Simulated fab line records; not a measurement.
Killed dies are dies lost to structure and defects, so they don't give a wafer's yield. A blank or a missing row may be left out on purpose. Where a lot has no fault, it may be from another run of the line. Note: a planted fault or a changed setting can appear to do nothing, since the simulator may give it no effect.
Comparing a struck lot with a sound one || flow sky130 || 15 steps out of a route of 708
Sound: these wafers, L932.1, L932.2, L932.6. Struck: wafers L940.1, L940.4, L940.5. The cause is given at the end.
For every step that has rows: the tool of each side, followed by ch and its chambers, followed by its first start. Under that, the readings that differ: sound wafers || struck wafers || difference of the means || sigmas: that difference in standard deviations of wafers without a fault.
alike: readings with means less than 2 such deviations apart, plus words and numbers identical on both sides. not compared: withheld readings, readings lacking a value on some wafer, bounds such as >300 that could conceal the same value, and numbers that have no deviation in the record and whose values overlap.
The two part at a step that has a row with sigmas, a row that says differs or no value, or rows on one side only. Non-overlapping numbers with no deviation appear without sigmas and do not part them. A reading that every wafer of one side lacks parts them only if that side has two wafers or more.

SKY_FIELD_ISO_ETCH_17: etches Si in HBr/Cl2/O2, target depth 342 nm, time 97.7 s.
  sound on rie-si-02 ch 0,1, day 4 01:37; struck on rie-si-02 ch 0,1,3, day 5 20:28
{"reading": "HBr_flow_sccm (sccm)", "sound": "149.4 149.2 149.2", "struck": "150.3 150.7 149.9", "difference": "+1.0", "sigmas": "+2"}
  alike: O2_flow_sccm, chamber-pressure-mTorr, drypump-motor-current-A, he-backside-leak-sccm, oes-product-au, throttle-valve-pct
  not compared: rf-hours-counter-h
then, 5 steps without rows for these wafers: SKY_FIELD_ISO_WET_ETCH_18 (etches Si3N4 in H3PO4, target depth 25 nm, time 286 s); SKY_FIELD_ISO_CLEAN_19 (cleans in SC1/SC2, time 150 s); SKY_FIELD_ISO_CLEAN_20 (cleans in dHF, time 20 s); SKY_FIELD_ISO_WET_ETCH_21 (etches SiO2 in dHF, target depth 20 nm, time 400 s); SKY_FIELD_ISO_OXIDATION_22 (stabilise 600 s, purge 300 s, target thk 10 nm).
SKY_FIELD_ISO_THK_MEAS_23:
  sound: film-metro-04 at day 4 03:08; struck: film-metro-02 at day 5 22:19
  alike: FIELD_ISO_OXIDATION_01_THK
then, 1 step without rows for these wafers: SKY_FIELD_ISO_CVD_24 (deposits SiO2, target thk 595 nm, time 99.2 s).
SKY_FIELD_ISO_THK_MEAS_25:
  sound: film-metro-02 at day 4 03:16; struck: film-metro-01 at day 5 22:26
  alike: FIELD_ISO_CVD_24_THK
then, 1 step without rows for these wafers: SKY_FIELD_ISO_ANNEAL_26 (time 1800 s).
SKY_FIELD_ISO_CMP_27: polishes, stops on Si3N4, t overpolish 16 s, target thk 457.8 nm.
  sound on cmp-01 ch 0,2,3, day 4 05:11; struck on cmp-02 ch 1,3, day 6 01:02
  alike: motor-current-A, overpolish-run-s, time-to-endpoint-s
then, 1 step without rows for these wafers: SKY_FIELD_ISO_WET_ETCH_28 (etches SiO2 in dHF, target depth 23.7 nm, time 47 s).
SKY_FIELD_ISO_WET_ETCH_29: etches Si3N4 in H3PO4, target depth 160 nm, time 1825 s.
  sound on wet-bench-03 ch 3, day 4 05:25; struck on wet-bench-02 ch 2, day 6 01:22
  no value came back on the struck wafers for bath-guard-temp-C (C), bath-heat-duty-pct (%); on the sound wafers bath-guard-temp-C (C) reads 159.9 160.1 159.9
{"reading": "model.Si3N4_of_FIELD_ISO_CVD_03.thk-nm (nm)", "sound": "0 0 0", "struck": "118.3 118 118", "difference": "+118.1", "sigmas": ""}
then, 1 step without rows for these wafers: SKY_FIELD_ISO_WET_ETCH_30 (etches SiO2 in dHF, target depth 25 nm, time 50 s).
-- a jump in the record: the struck wafers' starts before and after are 44 days apart (it breaks off in module FIELD_ISO and resumes in module PAD_OPEN, where the first step shown is number 708 of the route) --
SKY_PAD_OPEN_PROBE_99:
  sound: prober-01 at day 47 20:22; struck: prober-02 at day 49 16:52
{"reading": "killed-at-front-end", "sound": "7 9 12", "struck": "418 418 423", "difference": "+410", "sigmas": "+93"}
{"reading": "killed-dies", "sound": "89 79 72", "struck": "492 492 492", "difference": "+412", "sigmas": "+42"}
{"reading": "killed-on-rim", "sound": "12 14 9", "struck": "96 96 96", "difference": "+84", "sigmas": "+20"}
  alike: killed_at_M0_to_M3, killed_at_M4_up, killed-at-contacts, killed-at-other, killed-open, killed-short

## WHERE THEY PART
At SKY_FIELD_ISO_ETCH_17 first; at SKY_PAD_OPEN_PROBE_99 last (within this record only).

WHY: whatever the simulator had introduced
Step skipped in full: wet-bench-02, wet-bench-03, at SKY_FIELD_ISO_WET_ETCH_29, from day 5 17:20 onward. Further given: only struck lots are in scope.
